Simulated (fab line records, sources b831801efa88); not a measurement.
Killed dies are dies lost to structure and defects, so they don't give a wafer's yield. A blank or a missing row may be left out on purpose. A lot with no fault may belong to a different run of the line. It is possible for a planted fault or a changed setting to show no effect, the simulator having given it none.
One fault seen from 2 desks + flow sky130 + what lay behind the numbers comes last; until then each desk has only its own

FOR THE TOOL OWNER'S DESK: furnace-02
The tool's own readings at SKY_NWELL_OXIDATION_01 (stabilise 600 s, purge 300 s, target thk 10 nm): means of the sampled wafers that have a number, for each lot that ran on this tool. Marked OUT: a lot whose mean sits more than 4 standard deviations from the usual mean, which makes it out of limits; the brackets give that distance. It has 10 readings, of which 7 appear: the earliest out of limits, and the ones furthest out on some lot.
Columns: A = spike_tc_bottom_C at SKY_NWELL_OXIDATION_01, usual 920.1 C; B = spike_tc_centre_C at SKY_NWELL_OXIDATION_01, usual 900.8 C; C = spike_tc_lower_C at SKY_NWELL_OXIDATION_01, usual 900.9 C; D = spike_tc_top_C at SKY_NWELL_OXIDATION_01, usual 914.5 C; E = spike_tc_upper_C at SKY_NWELL_OXIDATION_01, usual 899.8 C; F = tube_center_temp_C at SKY_NWELL_OXIDATION_01, usual 900 C; G = tube_center_temp_C_max at SKY_NWELL_OXIDATION_01, usual 902.3
| lot  | first seen here | A               | B               | C               | D               | E               | F                     | G                       |
|------|-----------------|-----------------|-----------------|-----------------|-----------------|-----------------|-----------------------|-------------------------|
| L598 | day 3 01:59     | 918.7           | 900.4           | 900.8           | 915.0           | 899.4           | 900                   | 902.3                   |
| L599 | day 3 08:38     | 918.7           | 901.5           | 901.0           | 915.1           | 898.8           | 900                   | 902.3                   |
| L602 | day 3 20:32     | 919.8           | 900.2           | 901.2           | 914.8           | 899.2           | 900                   | 902.3                   |
| L605 | day 4 22:17     | 919.1           | 900.3           | 901.3           | 915.1           | 900.3           | 900                   | 902.3                   |
| L606 | day 5 01:11     | 834.4 (-61) OUT | 816.5 (-88) OUT | 816.6 (-84) OUT | 832.9 (-68) OUT | 814.4 (-85) OUT | 816 (-99 or more) OUT | 818.7 (-99 or more) OUT |
| L607 | day 5 02:35     | 834.4 (-61) OUT | 816.5 (-88) OUT | 817.4 (-83) OUT | 832.2 (-69) OUT | 815.4 (-84) OUT | 816 (-99 or more) OUT | 817.9 (-99 or more) OUT |
This desk finds L606, L607 out of limits, L606 being first, at day 5 01:11 (spike_tc_bottom_C at SKY_NWELL_OXIDATION_01). In limits: L598, L599, L602, L605.

AT THE METROLOGY DESK
What the gauges read, lot by lot, whatever tool the lot ran on: means of the sampled wafers that have a number. Marked OUT: a lot whose mean sits more than 4 standard deviations from the usual mean, which makes it out of limits; the brackets give that distance.
Columns: A = cd_nm at SKY_FIELD_ISO_CD_MEAS_13, usual 150.7 nm; B = NWELL_OXIDATION_THK at SKY_NWELL_THK_MEAS_02, usual 9.91 nm
| lot  | first seen here | A     | B              |
|------|-----------------|-------|----------------|
| L598 | day 2 19:17     | 152.7 | 9.92           |
| L599 | day 3 02:50     | 149.8 | 9.91           |
| L602 | day 3 15:49     | 149.5 | 9.82           |
| L605 | day 4 09:04     | 151.5 | 9.71           |
| L606 | day 4 13:50     | 150.6 | 3.32 (-44) OUT |
| L607 | day 4 17:56     | 150.4 | 3.36 (-44) OUT |
| L609 | day 5 04:55     | 149.0 | 10.09          |
| L610 | day 5 10:47     | 150.6 | 9.93           |
| L611 | day 5 16:22     | 150.0 | 10.06          |
| L613 | day 6 03:00     | 152.3 | 9.83           |
| L618 | day 7 05:06     | 151.1 | 10.09          |
This desk's finding: out of limits on L606, L607; first on L606, day 5 02:35 (NWELL_OXIDATION_THK at SKY_NWELL_THK_MEAS_02). In limits: L598, L599, L602, L605, L609, L610, L611, L613, L618.

PUT TOGETHER
At day 5 01:11, on L606, L607, the tool owner's desk was in a position to raise an alarm.
L606, L607 would have let the metrology desk raise an alarm at day 5 02:35.
Of the lots named, all ran SKY_NWELL_OXIDATION_01 on furnace-02.

WHAT THE SIMULATOR PUT IN
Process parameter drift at SKY_NWELL_OXIDATION_01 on furnace-02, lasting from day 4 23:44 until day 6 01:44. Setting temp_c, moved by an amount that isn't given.
Shown lots that were struck: L606, L607.
Fault start to first reading out of limits, in hours, per desk: tool owner, 1; metrology, 3.
